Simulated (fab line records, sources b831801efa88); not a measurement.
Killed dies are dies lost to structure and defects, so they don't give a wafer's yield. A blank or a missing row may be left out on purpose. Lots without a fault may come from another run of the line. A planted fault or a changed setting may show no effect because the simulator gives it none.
fab line records | flow gf180mcu
record lots=5 wafers=15 last_day=33
route steps=602 shown M3@418 V3@429
lots that met no fault: from a run of the same line without faults
start_h: hours from the record's first day to the start of the lot's first wafer shown | wait_h: hours since the lot's step before | " the same as in the row above | L1.1+2: a row that stands for several wafers | - no value, or no start given | * or withheld: withheld | < > ~ a bound
route shown NAME@n: a module of which the file shows steps, and the number in the route of the first | usual: mean/standard deviation of fault-free wafers | same: alike in all rows | chamber/n: place in a boat | sites: the reading at each site | _std_site: their standard deviation | _edge_site: outer sites' mean less inner sites' | radius_mm: how far each site lies from the wafer's centre | mask NAME#n: copy n | behind: the tool/chamber that last shaped the wafer | hold: why the lot was held/for how many hours/how that ended | device: the transistor (n, p or np) that didn't switch | end of line: the same wafers' tests at the end of the route | a step without rows: its recipe alone | killed: dies lost to structure and defects at the first sort, not the wafer's yield | map: a wafer's dies, x killed, . not, _ none there
set.NAME: the setting as run; set.NAME@STEP: as run at that earlier step | model.NAME: the simulator's own value behind a step, which no gauge read
lots at some steps of the route; a table a step, a row a wafer
services: from which hour (start_h, from the record's first day; less than 0 if before it) a tool's chamber was out of use, for how many hours, and why
## steps
# step GF_M3_COAT_09
# recipe resist=KrF spin_rpm=withheld resist_thk_nm=1000
# usual dispense_pressure_kPa=53.7/1.5
# columns lot.wafer tool chamber start_h wait_h dispense_pressure_kPa
L081.2 litho_track-01 0 538.44 0.1 54.5
L081.3 " 0 " " 54.5
L081.5 " 0 " " 54.5
L082.3 litho_track-01 0 551.01 0.1 54.5
L082.4 " 0 " " 54.5
L082.5 " 0 " " 54.5
L084.1 litho_track-02 0 565.58 0.1 54.9
L084.5 " 0 " " 54.9
L084.6 " 0 " " 54.9
L092.2 litho_track-01 0 622.89 0.1 54.4
L092.3 " 0 " " 54.4
L092.4 " 0 " " 54.4
L093.1 litho_track-02 0 631.73 0.1 55.0
L093.2 " 0 " " 55.0
L093.3 " 0 " " 54.9
# step GF_M3_SOFTBAKE_10
# recipe temp_c=130 time_s=60 resist=KrF
# columns lot.wafer tool chamber start_h wait_h
L081.2+3+5 litho_track-01 0 538.59 0.1
L082.3+4+5 litho_track-01 0 551.16 0.1
L084.1+5+6 litho_track-02 0 565.73 0.1
L092.2+3+4 litho_track-01 0 623.04 0.1
L093.1+2+3 litho_track-02 0 631.88 0.1
# step GF_M3_EXPOSE_11
# recipe mask_id=Metal3 target_cd_nm=280 na=0.68 source_shape=conventional sigma_outer=0.6 dose_mj=28
# usual exposure_dose_mJ_cm2=28.13/0.16 focus_offset_nm=-0.1/0.49 stage_vel_mm_s=500.00/0.22
# columns lot.wafer tool chamber start_h wait_h mask exposure_dose_mJ_cm2 focus_offset_nm stage_vel_mm_s
L081.2 krf_scanner-02 0 - - Metal3#0 28.31 -0.6 500.06
L081.3 " 0 " " Metal3#0 28.30 0.0 500.28
L081.5 " 0 " " Metal3#0 28.30 0.9 500.42
L082.3 krf_scanner-01 0 - - Metal3#0 27.98 0.0 499.87
L082.4 " 0 " " Metal3#0 28.00 -0.1 499.85
L082.5 " 0 " " Metal3#0 27.98 0.0 499.66
L084.1 krf_scanner-01 0 - - Metal3#0 27.97 -0.1 499.77
L084.5 " 0 " " Metal3#0 27.98 0.7 499.80
L084.6 " 0 " " Metal3#0 27.97 0.5 499.66
L092.2 krf_scanner-01 0 - - Metal3#0 27.99 -0.2 500.24
L092.3 " 0 " " Metal3#0 27.96 -0.1 499.94
L092.4 " 0 " " Metal3#0 28.02 0.0 499.94
L093.1 krf_scanner-01 0 - - Metal3#0 28.03 -0.4 499.84
L093.2 " 0 " " Metal3#0 27.99 -0.2 500.40
L093.3 " 0 " " Metal3#0 27.99 -0.2 500.16
# step GF_M3_PEB_12
# recipe peb_temp_c=135 peb_time_s=90 resist=KrF
# columns lot.wafer tool chamber start_h wait_h
L081.2+3+5 litho_track-04 0 - -
L082.3+4+5 litho_track-04 0 - -
L084.1+5+6 litho_track-04 0 - -
L092.2+3+4 litho_track-01 0 - -
L093.1+2+3 litho_track-01 0 - -
# step GF_M3_DEVELOP_13
# recipe develop_time_s=60 dev_temp_c=21
# columns lot.wafer tool chamber start_h wait_h
L081.2+3+5 litho_track-04 0 550.01 0.2
L082.3+4+5 litho_track-04 0 561.88 0.1
L084.1+5+6 litho_track-04 0 576.48 0.2
L092.2+3+4 litho_track-01 0 633.44 0.2
L093.1+2+3 litho_track-01 0 641.56 0.2
# step GF_M3_CD_MEAS_14
# recipe target_cd_nm=280
# usual cd_nm=280.0/1.4
# columns lot.wafer tool chamber start_h wait_h cd_nm
L081.2 cd_sem-01 - 550.15 0.1 280.2
L081.3 " - " " 280.7
L081.5 " - " " 279.7
L082.3 cd_sem-02 - 562.02 0.1 280.9
L082.4 " - " " 281.5
L082.5 " - " " 281.2
L084.1 cd_sem-02 - 576.63 0.1 280.1
L084.5 " - " " 280.5
L084.6 " - " " 280.0
L092.2 cd_sem-01 - 633.58 0.1 278.5
L092.3 " - " " 278.2
L092.4 " - " " 278.5
L093.1 cd_sem-02 - 641.71 0.1 282.0
L093.2 " - " " 282.0
L093.3 " - " " 281.4
# step GF_M3_OVL_MEAS_15
# usual M3_OVL=6/6.1
# columns lot.wafer tool chamber start_h wait_h M3_OVL[nm]
L081.2 overlay-02 - 550.26 0.1 1
L081.3 " - " " 9
L081.5 " - " " 9
L082.3 overlay-01 - 562.12 0.1 6
L082.4 " - " " 2
L082.5 " - " " -2
L084.1 overlay-01 - 576.75 0.1 1
L084.5 " - " " 1
L084.6 " - " " -4
L092.2 overlay-02 - 633.69 0.1 10
L092.3 " - " " 8
L092.4 " - " " 6
L093.1 overlay-01 - 641.83 0.1 10
L093.2 " - " " 7
L093.3 " - " " 6
# step GF_M3_METAL_ETCH_16
# recipe chemistry=Cl2/BCl3 mask_material=KrF target_depth_nm=750.8 stop_on=SiO2 pressure_mtorr=8 icp_w=800 bias_w=140 Cl2_flow_sccm=80 bcl3_flow_sccm=40 time_s=125.1
# usual drypump_motor_current_A=5.7/0.57 oes_product_au=0.992/0.0055 rf_fwd_power_W=796.1/2.9 throttle_valve_pct=28.229/0.009
# columns lot.wafer tool chamber start_h wait_h drypump_motor_current_A oes_product_au rf_fwd_power_W rf_hours_counter_h throttle_valve_pct
L081.2 rie_metal-01 1 550.33 0.1 5.2 0.985 798.5 - 28.237
L081.3 " 1 " " 5.2 0.993 796.3 - 28.235
L081.5 " 1 " " 5.2 0.992 794.3 - 28.231
L082.3 rie_metal-03 0 562.18 0.1 4.9 0.983 797.9 - 28.228
L082.4 " 1 " " 5.4 0.992 794.1 - 28.237
L082.5 " 1 " " 5.4 1.001 797.5 - 28.223
L084.1 rie_metal-01 1 576.79 0.0 5.2 0.996 800.5 3.1 28.230
L084.5 " 1 " " 5.2 0.996 795.7 - 28.216
L084.6 " 0 " " 5.6 0.993 794.9 - 28.240
L092.2 rie_metal-03 1 633.72 0.0 5.4 1.000 798.9 6.1 28.215
L092.3 " 0 " " 4.9 0.991 799.1 - 28.246
L092.4 " 1 " " 5.4 0.994 800.8 - 28.234
L093.1 rie_metal-03 0 641.87 0.0 5.0 0.990 798.9 4.7 28.235
L093.2 " 1 " " 5.4 0.985 798.2 6.5 28.242
L093.3 " 0 " " 4.9 0.983 797.1 - 28.227
# step GF_M3_STRIP_17
# recipe chemistry=O2/N2 power_w=1400 pressure_mtorr=1500 platen_temp_c=250 o2_flow_sccm=3000 n2_flow_sccm=300 overash_fraction=0.5
# usual drypump_motor_current_A=5.6/0.43 heater_power_w=329/16 oes_product_au=0.538/0.0049 strip_time_to_endpoint_s=7.38/0.041
# columns lot.wafer tool chamber start_h wait_h drypump_motor_current_A heater_power_w oes_product_au rf_hours_counter_h strip_time_to_endpoint_s
L081.2 plasma_asher-03 1 550.55 0.2 6.0 333 0.527 11 7.39
L081.3 " 0 " " 5.0 331 0.538 - 7.42
L081.5 " 0 " " 5.0 332 0.548 - 7.39
L082.3 plasma_asher-02 1 562.30 0.1 5.5 338 0.542 - 7.45
L082.4 " 0 " " 6.1 302 0.545 - 7.41
L082.5 " 1 " " 5.5 344 0.542 - 7.38
L084.1 plasma_asher-03 1 576.92 0.1 6.0 330 0.539 14 7.38
L084.5 " 1 " " 6.0 338 0.539 - 7.34
L084.6 " 0 " " 5.0 327 0.534 - 7.38
L092.2 plasma_asher-02 0 633.85 0.1 6.1 311 0.545 85 7.31
L092.3 " 1 " " 5.5 333 0.535 - 7.36
L092.4 " 0 " " 6.1 301 0.531 - 7.36
L093.1 plasma_asher-02 0 642.00 0.1 6.1 315 0.541 86 7.40
L093.2 " 1 " " 5.5 347 0.529 86 7.40
L093.3 " 1 " " 5.5 341 0.546 - 7.44
# step GF_M3_STRIP_18
# recipe chemistry=post_etch_residue_remover time_s=1200 temp_c=72.5
# columns lot.wafer tool chamber start_h wait_h
L081.2+3+5 wet_bench-01 0 550.65 0.1
L082.3+4+5 wet_bench-01 3 562.39 0.1
L084.1+5+6 wet_bench-03 3 577.02 0.1
L092.2+3+4 wet_bench-04 1 633.95 0.1
L093.1+2+3 wet_bench-03 3 642.10 0.1
# step GF_M3_CLEAN_19
# recipe chemistry=DIW dry=n2_spin
# columns lot.wafer tool chamber start_h wait_h
L081.2+3+5 wet_bench-03 3 550.99 0.0
L082.3+4+5 wet_bench-04 1 562.77 0.0
L084.1+5+6 wet_bench-04 3 577.39 0.0
L092.2+3+4 wet_bench-03 0 634.29 0.0
L093.1+2+3 wet_bench-01 2 642.50 0.0
# step GF_V3_CVD_00
# recipe material=SiO2 target_thk_nm=600 sigma_open_frac=0.3 temp_c=400 time_s=100 sih4_flow_sccm=60 pressure_mtorr=6
# columns lot.wafer tool chamber start_h wait_h
L081.2+3+5 hdpcvd-01 0,2,2 551.09 0.0
L082.3+4+5 hdpcvd-01 0,2,1 562.86 0.0
L084.1+5+6 hdpcvd-01 0,1,2 577.49 0.0
L092.2+3+4 hdpcvd-02 0,2,1 634.40 0.0
L093.1+2+3 hdpcvd-02 2,1,0 642.59 0.0
# step GF_V3_THK_MEAS_01
# recipe reads=SiO2_of_V3_CVD_00
# usual V3_CVD_00_THK=599/6.8
# columns lot.wafer tool chamber start_h wait_h V3_CVD_00_THK[nm]
L081.2 film_metro-02 - 551.17 0.0 592
L081.3 " - " " 599
L081.5 " - " " 597
L082.3 film_metro-04 - 562.95 0.1 594
L082.4 " - " " 601
L082.5 " - " " 610
L084.1 film_metro-04 - 577.56 0.0 596
L084.5 " - " " 604
L084.6 " - " " 600
L092.2 film_metro-04 - 634.48 0.0 587
L092.3 " - " " 594
L092.4 " - " " 591
L093.1 film_metro-01 - 642.67 0.0 596
L093.2 " - " " 603
L093.3 " - " " 599
# step GF_V3_CVD_02
# recipe material=SiO2 target_thk_nm=850 precursor=TEOS temp_c=400 time_s=94.851 rf_w=600
# usual heater_power_w=664/98 rf_fwd_power_W=596.5/1.9
# columns lot.wafer tool chamber start_h wait_h heater_power_w rf_fwd_power_W since_wet_clean_h
L081.2 pecvd-01 2 551.22 0.0 767 596.5 168
L081.3 " 0 " " 637 595.8 168
L081.5 " 2 " " 809 596.0 -
L082.3 pecvd-04 0 562.99 0.0 632 595.0 388
L082.4 " 0 " " 512 596.9 -
L082.5 " 1 " " 770 597.4 -
L084.1 pecvd-02 2 577.62 0.1 526 592.4 611
L084.5 " 1 " " 602 596.9 -
L084.6 " 0 " " 630 594.3 -
L092.2 pecvd-01 1 634.53 0.0 727 596.9 252
L092.3 " 2 " " 805 597.4 252
L092.4 " 1 " " 576 596.2 -
L093.1 pecvd-04 0 642.73 0.1 537 595.6 468
L093.2 " 1 " " 743 593.4 468
L093.3 " 2 " " 570 596.4 468
# step GF_V3_THK_MEAS_03
# recipe reads=SiO2_of_V3_CVD_02
# usual V3_CVD_02_THK=849/9.7
# columns lot.wafer tool chamber start_h wait_h V3_CVD_02_THK[nm]
L081.2 film_metro-04 - 551.30 0.0 828
L081.3 " - " " 837
L081.5 " - " " 850
L082.3 film_metro-02 - 563.08 0.1 834
L082.4 " - " " 851
L082.5 " - " " 848
L084.1 film_metro-02 - 577.69 0.0 846
L084.5 " - " " 857
L084.6 " - " " 851
L092.2 film_metro-02 - 634.61 0.0 845
L092.3 " - " " 847
L092.4 " - " " 869
L093.1 film_metro-02 - 642.80 0.0 860
L093.2 " - " " 848
L093.3 " - " " 846
# step GF_V3_CMP_04
# recipe material=SiO2 down_force_psi=4 platen_rpm=60 pad_velocity_m_s=0.94248
# usual head_pressure_psi=4.001/0.0092 motor_current_A=12.6/1.3 time_to_endpoint_s=80/4.6
# columns lot.wafer tool chamber start_h wait_h head_pressure_psi motor_current_A time_to_endpoint_s
L081.2 cmp-01 3 551.35 0.0 3.997 11.1 71
L081.3 " 1 " " 3.997 11.2 76
L081.5 " 0 " " 4.006 14.1 78
L082.3 cmp-01 2 563.12 0.0 3.996 13.4 74
L082.4 " 3 " " 4.000 11.0 82
L082.5 " 2 " " 4.000 13.9 78
L084.1 cmp-01 3 577.85 0.1 3.987 11.0 85
L084.6 " 1 " " 3.995 11.1 86
L084.5 " 2 " " 4.009 12.2 88
L092.2 cmp-01 3 634.66 0.0 3.991 10.6 78
L092.3 " 0 " " 4.005 14.0 74
L092.4 " 1 " " 3.993 10.6 84
L093.3 cmp-01 1 642.86 0.0 4.002 10.6 81
L093.2 " 2 " " 4.002 13.1 80
L093.1 " 0 " " 4.006 14.8 84
# step GF_V3_BOW_MEAS_05
# recipe mode=bow
# usual V3_BOW=117/9
# columns lot.wafer tool chamber start_h wait_h V3_BOW[um]
L081.2 film_metro-01 - 551.67 0.3 109
L081.3 " - " " 116
L081.5 " - " " 110
L082.3 film_metro-04 - 563.46 0.3 110
L082.4 " - " " 110
L082.5 " - " " 109
L084.1 film_metro-02 - 578.05 0.1 108
L084.5 " - " " 106
L084.6 " - " " 109
L092.2 film_metro-04 - 634.98 0.3 112
L092.3 " - " " 96
L092.4 " - " " 124
L093.1 film_metro-04 - 643.16 0.1 108
L093.2 " - " " 111
L093.3 " - " " 106
# step GF_V3_DEHYDRATE_06
# recipe temp_c=200 time_s=60
# columns lot.wafer tool chamber start_h wait_h
L081.2+3+5 litho_track-03 0 561.91 10.2
L082.3+4+5 litho_track-01 0 573.56 10.1
L084.1+5+6 litho_track-04 0 588.48 10.4
L092.2+3+4 litho_track-03 0 644.21 9.2
L093.1+2+3 litho_track-03 0 652.18 9.0
# step GF_V3_HMDS_07
# recipe prime_time_s=60 prime_temp_c=120
# usual prime_temp_c=120.02/0.12
# columns lot.wafer tool chamber start_h wait_h prime_temp_c
L081.2 litho_track-03 0 562.06 0.1 120.09
L081.3 " 0 " " 120.02
L081.5 " 0 " " 119.95
L082.3 litho_track-01 0 573.71 0.1 120.16
L082.4 " 0 " " 120.19
L082.5 " 0 " " 119.94
L084.1 litho_track-04 0 588.63 0.1 119.95
L084.5 " 0 " " 120.19
L084.6 " 0 " " 119.96
L092.2 litho_track-03 0 644.36 0.1 119.97
L092.3 " 0 " " 120.02
L092.4 " 0 " " 120.01
L093.1 litho_track-03 0 652.33 0.1 120.08
L093.2 " 0 " " 119.89
L093.3 " 0 " " 120.12
# step GF_V3_COAT_08
# recipe resist=BARC temp_c=withheld time_s=withheld spin_rpm=withheld resist_thk_nm=withheld
# usual dispense_pressure_kPa=52.6/1.3
# columns lot.wafer tool chamber start_h wait_h dispense_pressure_kPa
L081.2 litho_track-03 0 562.21 0.1 51.7
L081.3 " 0 " " 51.6
L081.5 " 0 " " 51.6
L082.3 litho_track-01 0 573.86 0.1 54.4
L082.4 " 0 " " 54.4
L082.5 " 0 " " 54.4
L084.1 litho_track-04 0 588.78 0.1 51.8
L084.5 " 0 " " 51.8
L084.6 " 0 " " 51.8
L092.2 litho_track-03 0 644.51 0.1 51.6
L092.3 " 0 " " 51.6
L092.4 " 0 " " 51.6
L093.1 litho_track-03 0 652.48 0.1 51.6
L093.2 " 0 " " 51.6
L093.3 " 0 " " 51.6
# step GF_V3_COAT_09
# recipe resist=KrF spin_rpm=withheld resist_thk_nm=1000
# usual dispense_pressure_kPa=52.6/1.3
# columns lot.wafer tool chamber start_h wait_h dispense_pressure_kPa
L081.2 litho_track-03 0 - - 51.6
L081.3 " 0 " " 51.7
L081.5 " 0 " " 51.7
L082.3 litho_track-01 0 - - 54.5
L082.4 " 0 " " 54.5
L082.5 " 0 " " 54.5
L084.1 litho_track-04 0 - - 51.8
L084.5 " 0 " " 51.8
L084.6 " 0 " " 51.8
L092.2 litho_track-03 0 - - 51.6
L092.3 " 0 " " 51.5
L092.4 " 0 " " 51.5
L093.1 litho_track-03 0 - - 51.5
L093.2 " 0 " " 51.5
L093.3 " 0 " " 51.6
# step GF_V3_SOFTBAKE_10
# recipe temp_c=130 time_s=60 resist=KrF
# columns lot.wafer tool chamber start_h wait_h
L081.2+3+5 litho_track-03 0 - -
L082.3+4+5 litho_track-01 0 - -
L084.1+5+6 litho_track-04 0 - -
L092.2+3+4 litho_track-03 0 - -
L093.1+2+3 litho_track-03 0 - -
# step GF_V3_EXPOSE_11
# recipe mask_id=Via3 target_cd_nm=260 na=0.68 source_shape=conventional sigma_outer=0.6 dose_mj=38
# usual exposure_dose_mJ_cm2=38.28/0.2 focus_offset_nm=0.0/0.53 stage_vel_mm_s=499.98/0.24
# columns lot.wafer tool chamber start_h wait_h mask exposure_dose_mJ_cm2 focus_offset_nm stage_vel_mm_s
L081.2 krf_scanner-02 0 - - Via3#0 38.35 -0.3 499.80
L081.3 " 0 " " Via3#0 38.39 -0.6 499.64
L081.5 " 0 " " Via3#0 38.42 -0.3 499.95
L082.3 krf_scanner-02 0 - - Via3#0 38.42 -0.4 500.02
L082.4 " 0 " " Via3#0 38.44 0.0 500.27
L082.5 " 0 " " Via3#0 38.42 -0.3 500.34
L084.1 krf_scanner-02 0 - - Via3#0 38.42 0.0 500.09
L084.5 " 0 " " Via3#0 38.41 0.2 499.63
L084.6 " 0 " " Via3#0 38.35 0.0 500.11
L092.2 krf_scanner-02 0 - - Via3#0 38.38 0.8 500.30
L092.3 " 0 " " Via3#0 38.44 -0.2 500.08
L092.4 " 0 " " Via3#0 38.42 0.0 500.16
L093.1 krf_scanner-02 0 - - Via3#0 38.42 -0.5 499.81
L093.2 " 0 " " Via3#0 38.38 -0.3 500.22
L093.3 " 0 " " Via3#0 38.44 0.6 499.96
# step GF_V3_PEB_12
# recipe peb_temp_c=135 peb_time_s=90 resist=KrF
# columns lot.wafer tool chamber start_h wait_h
L081.2+3+5 litho_track-04 0 - -
L082.3+4+5 litho_track-04 0 - -
L084.1+5+6 litho_track-01 0 - -
L092.2+3+4 litho_track-04 0 - -
L093.1+2+3 litho_track-03 0 - -
# step GF_V3_DEVELOP_13
# recipe develop_time_s=60 resist=KrF dev_temp_c=21
# columns lot.wafer tool chamber start_h wait_h
L081.2+3+5 litho_track-04 0 573.16 0.2
L082.3+4+5 litho_track-04 0 584.28 0.1
L084.1+5+6 litho_track-01 0 599.26 0.2
L092.2+3+4 litho_track-04 0 654.86 0.2
L093.1+2+3 litho_track-03 0 662.18 0.2
# step GF_V3_CD_MEAS_14
# recipe target_cd_nm=260
# usual cd_nm=260.0/1.2
# columns lot.wafer tool chamber start_h wait_h cd_nm
L081.2 cd_sem-01 - 573.30 0.1 258.8
L081.3 " - " " 257.6
L081.5 " - " " 258.0
L082.3 cd_sem-01 - 584.42 0.1 259.9
L082.4 " - " " 260.6
L082.5 " - " " 261.0
L084.1 cd_sem-01 - 599.41 0.1 259.4
L084.5 " - " " 259.8
L084.6 " - " " 259.9
L092.2 cd_sem-02 - 655.00 0.1 261.7
L092.3 " - " " 261.3
L092.4 " - " " 261.2
L093.1 cd_sem-02 - 662.33 0.1 259.9
L093.2 " - " " 260.1
L093.3 " - " " 259.6
# step GF_V3_OVL_MEAS_15
# usual V3_OVL=3/5.1
# columns lot.wafer tool chamber start_h wait_h V3_OVL[nm]
L081.2 overlay-01 - 573.41 0.1 4
L081.3 " - " " 7
L081.5 " - " " 8
L082.3 overlay-02 - 584.52 0.1 0
L082.4 " - " " 2
L082.5 " - " " 2
L084.1 overlay-02 - 599.53 0.1 4
L084.5 " - " " -5
L084.6 " - " " -3
L092.2 overlay-01 - 655.11 0.1 -6
L092.3 " - " " 6
L092.4 " - " " 1
L093.1 overlay-01 - 662.45 0.1 2
L093.2 " - " " 2
L093.3 " - " " -2
# step GF_V3_ETCH_16
# recipe chemistry=N2/H2 target_depth_a=withheld overetch_a=withheld time_s=withheld target=BARC ion_energy_ev=200 source_w=500 bias_w=100 pressure_mtorr=30 n2_flow_sccm=100 h2_flow_sccm=200
# usual drypump_motor_current_A=5.8/0.56 oes_product_au=0.855/0.0044 rf_fwd_power_W=494.9/2.3 throttle_valve_pct=13.223/0.0089
# columns lot.wafer tool chamber start_h wait_h drypump_motor_current_A oes_product_au rf_fwd_power_W throttle_valve_pct
L081.2 rie_diel-04 2 573.44 0.0 6.4 0.855 494.4 13.229
L081.3 " 3 " " 6.0 0.856 490.5 13.225
L081.5 " 3 " " 6.0 0.863 491.5 13.218
L082.3 rie_diel-03 0 584.54 0.0 5.3 0.862 489.9 13.229
L082.4 " 3 " " 5.1 0.860 494.0 13.232
L082.5 " 2 " " 6.3 0.852 492.3 13.230
L084.1 rie_diel-03 3 599.57 0.0 5.0 0.860 496.2 13.234
L084.5 " 1 " " 5.7 0.857 492.6 13.218
L084.6 " 2 " " 6.3 0.852 494.6 13.219
L092.2 rie_diel-04 0 655.14 0.0 4.7 0.859 495.5 13.207
L092.3 " 3 " " 5.9 0.856 491.7 13.240
L092.4 " 2 " " 6.4 0.852 495.7 13.237
L093.1 rie_diel-04 1 662.49 0.0 5.9 0.856 494.8 13.223
L093.2 " 0 " " 4.7 0.855 492.8 13.206
L093.3 " 3 " " 6.0 0.857 491.9 13.217
# step GF_V3_ETCH_17
# recipe chemistry=C4F8/O2/Ar mask_material=KrF target=SiO2 stop_on=TiN source_w=1500 bias_w=1200 pressure_mtorr=40 c4f8_flow_sccm=withheld O2_flow_sccm=6 Ar_flow_sccm=300 time_s=withheld target_depth_a=6350
# usual oes_product_au=0.855/0.0046 rf_fwd_power_W=1492/5.3
# columns lot.wafer tool chamber start_h wait_h oes_product_au rf_fwd_power_W
L081.2 rie_diel-04 2 - - 0.850 1496
L081.3 " 3 " " 0.860 1487
L081.5 " 3 " " 0.859 1485
L082.3 rie_diel-03 0 - - 0.853 1487
L082.4 " 3 " " 0.857 1490
L082.5 " 2 " " 0.858 1492
L084.1 rie_diel-03 3 - - 0.857 1496
L084.5 " 1 " " 0.850 1500
L084.6 " 2 " " 0.846 1502
L092.2 rie_diel-04 0 - - 0.859 1496
L092.3 " 3 " " 0.852 1486
L092.4 " 2 " " 0.849 1488
L093.1 rie_diel-04 1 - - 0.858 1494
L093.2 " 0 " " 0.853 1496
L093.3 " 3 " " 0.864 1490
# step GF_V3_STRIP_18
# recipe chemistry=O2/N2 power_w=1400 pressure_mtorr=1500 platen_temp_c=250 o2_flow_sccm=3000 n2_flow_sccm=300 overash_fraction=0.5
# usual drypump_motor_current_A=5.6/0.42 heater_power_w=330/9.1 oes_product_au=0.593/0.0044
# columns lot.wafer tool chamber start_h wait_h drypump_motor_current_A heater_power_w oes_product_au rf_hours_counter_h
L081.2 plasma_asher-04 0 573.57 - 6.0 336 0.588 93
L081.3 " 1 " " 5.2 321 0.593 -
L081.5 " 0 " " 6.0 336 0.589 -
L082.3 plasma_asher-03 0 584.70 - 4.9 331 0.593 -
L082.4 " 1 " " 6.0 333 0.593 -
L082.5 " 0 " " 4.9 334 0.599 -
L084.1 plasma_asher-04 0 599.70 - 6.0 330 0.592 95
L084.5 " 1 " " 5.2 336 0.597 -
L084.6 " 0 " " 6.0 336 0.601 -
L092.2 plasma_asher-04 1 655.27 - 5.2 326 0.594 101
L092.3 " 0 " " 6.0 339 0.591 -
L092.4 " 1 " " 5.2 324 0.595 -
L093.1 plasma_asher-04 1 662.62 - 5.2 321 0.583 102
L093.2 " 0 " " 6.0 335 0.591 102
L093.3 " 1 " " 5.2 320 0.581 -
# step GF_V3_STRIP_19
# recipe chemistry=post_etch_residue_remover time_s=1200 temp_c=72.5
# columns lot.wafer tool chamber start_h wait_h
L081.2+3+5 wet_bench-03 0 573.67 0.1
L082.3+4+5 wet_bench-03 3 584.77 0.0
L084.1+5+6 wet_bench-02 0 599.80 0.1
L092.2+3+4 wet_bench-03 0 655.37 0.1
L093.1+2+3 wet_bench-03 0 662.72 0.1
# step GF_V3_CLEAN_20
# recipe chemistry=DIW dry=n2_spin
# columns lot.wafer tool chamber start_h wait_h
L081.2+3+5 wet_bench-02 3 574.01 0.0
L082.3+4+5 wet_bench-01 0 585.11 0.0
L084.1+5+6 wet_bench-01 1 600.14 0.0
L092.2+3+4 wet_bench-01 2 655.71 0.0
L093.1+2+3 wet_bench-01 0 663.06 0.0
# step GF_V3_SPUTTER_21
# recipe material=Ti target_thk_nm=15 chamber_pressure_pa=5 power_w=2500 substrate_temp_c=200 time_s=80.02
# usual throttle_valve_pct=29.7/0.94
# columns lot.wafer tool chamber start_h wait_h throttle_valve_pct
L081.2 pvd_sputter-03 - 574.11 0.0 30.4
L081.3 " - " " 28.7
L081.5 " - " " 28.6
L082.3 pvd_sputter-02 - 585.20 0.0 30.3
L082.4 " - " " 27.2
L082.5 " - " " 30.6
L084.1 pvd_sputter-01 - 600.32 0.0 30.1
L084.5 " - " " 30.1
L084.6 " - " " 29.7
L092.2 pvd_sputter-01 - 655.80 0.0 29.7
L092.3 " - " " 31.5
L092.4 " - " " 29.9
L093.1 pvd_sputter-01 - 663.15 0.0 29.5
L093.2 " - " " 30.1
L093.3 " - " " 31.4
# step GF_V3_SPUTTER_22
# recipe material=TiN target_thk_nm=10 chamber_pressure_pa=5 power_w=4000 time_s=40
# usual throttle_valve_pct=29.7/0.98
# columns lot.wafer tool chamber start_h wait_h throttle_valve_pct
L081.2 pvd_sputter-03 - 574.17 0.0 30.3
L081.3 " - " " 28.8
L081.5 " - " " 28.8
L082.3 pvd_sputter-02 - 585.26 0.0 30.6
L082.4 " - " " 27.2
L082.5 " - " " 30.3
L084.1 pvd_sputter-01 - 600.38 0.0 30.3
L084.5 " - " " 30.1
L084.6 " - " " 29.6
L092.2 pvd_sputter-01 - 655.86 0.0 29.8
L092.3 " - " " 31.6
L092.4 " - " " 29.9
L093.1 pvd_sputter-01 - 663.21 0.0 29.8
L093.2 " - " " 30.1
L093.3 " - " " 31.4
# step GF_V3_CVD_23
# recipe material=W target_thk_nm=350 time_s=104.9 temp_c=400 pressure_torr=40
# usual heater_power_w=849/34
# columns lot.wafer tool chamber start_h wait_h heater_power_w since_wet_clean_h
L081.2 cvd_w-01 0 574.21 0.0 862 670
L081.3 " 1 " " 852 -
L081.5 " 1 " " 846 -
L082.3 cvd_w-01 1 585.34 0.1 844 -
L082.4 " 0 " " 857 -
L082.5 " 0 " " 853 -
L084.1 cvd_w-02 1 600.42 0.0 810 196
L084.5 " 1 " " 813 -
L084.6 " 0 " " 887 -
L092.2 cvd_w-01 0 655.90 0.0 842 752
L092.3 " 0 " " 839 -
L092.4 " 1 " " 844 -
L093.1 cvd_w-01 1 663.25 0.0 858 759
L093.2 " 0 " " 843 759
L093.3 " 1 " " 841 -
# step GF_V3_RS_MEAS_24
# recipe thk_meas_gauge=four-point-probe reads=W_of_V3_CVD_23+TiN_of_V3_SPUTTER_22+Ti_of_V3_SPUTTER_21
# usual V3_W_RS=0.327/0.004
# columns lot.wafer tool chamber start_h wait_h V3_W_RS[ohm/sq]
L081.2 film_metro-01 - 574.34 0.1 0.327
L081.3 " - " " 0.321
L081.5 " - " " 0.323
L082.3 film_metro-04 - 585.45 0.1 0.325
L082.4 " - " " 0.326
L082.5 " - " " 0.330
L084.1 film_metro-01 - 600.53 0.1 0.328
L084.5 " - " " 0.332
L084.6 " - " " 0.330
L092.2 film_metro-02 - 656.03 0.1 0.328
L092.3 " - " " 0.329
L092.4 " - " " 0.324
L093.1 film_metro-02 - 663.36 0.1 0.325
L093.2 " - " " 0.327
L093.3 " - " " 0.325
# step GF_V3_THK_MEAS_25
# recipe thk_meas_gauge=xrf reads=W_of_V3_CVD_23
# usual V3_W_THK=349/5.5
# columns lot.wafer tool chamber start_h wait_h V3_W_THK[nm]
L081.2 film_metro-01 - 574.45 0.1 348
L081.3 " - " " 355
L081.5 " - " " 356
L082.3 film_metro-04 - 585.55 0.1 355
L082.4 " - " " 352
L082.5 " - " " 349
L084.1 film_metro-01 - 600.65 0.1 349
L084.5 " - " " 342
L084.6 " - " " 344
L092.2 film_metro-02 - 656.14 0.1 346
L092.3 " - " " 345
L092.4 " - " " 349
L093.1 film_metro-02 - 663.48 0.1 349
L093.2 " - " " 348
L093.3 " - " " 349
## services
# columns tool chamber start_h hours kind
plasma_asher-02 - 522.36 0.6 repair
krf_scanner-02 - 525.84 1.3 pm
cmp-01 - 554.27 1.6 repair
cmp-01 - 560.98 0.4 repair
rie_diel-04 1 567.54 4.4 repair
cmp-01 - 572.30 4.0 pm
rie_diel-04 1 577.40 5.7 repair
cmp-01 - 579.03 9.4 pm
krf_scanner-01 - 580.58 1.0 pm
cmp-01 - 588.46 5.2 pm
wet_bench-03 - 592.61 20.6 pm
krf_scanner-02 - 596.00 0.8 pm
krf_scanner-01 - 599.77 0.8 pm
pvd_sputter-01 - 601.01 10.2 repair
krf_scanner-02 - 604.17 1.4 repair
krf_scanner-02 - 606.62 1.3 repair
cvd_w-01 0 608.23 1.6 repair
rie_diel-03 - 620.64 0.9 repair
wet_bench-01 - 626.03 1.9 pm
krf_scanner-02 - 628.15 1.0 pm
krf_scanner-02 - 645.23 4.4 pm
krf_scanner-01 - 649.61 3.6 pm
plasma_asher-04 - 649.61 1.4 repair
krf_scanner-01 - 656.28 1.3 pm
## key
fault none
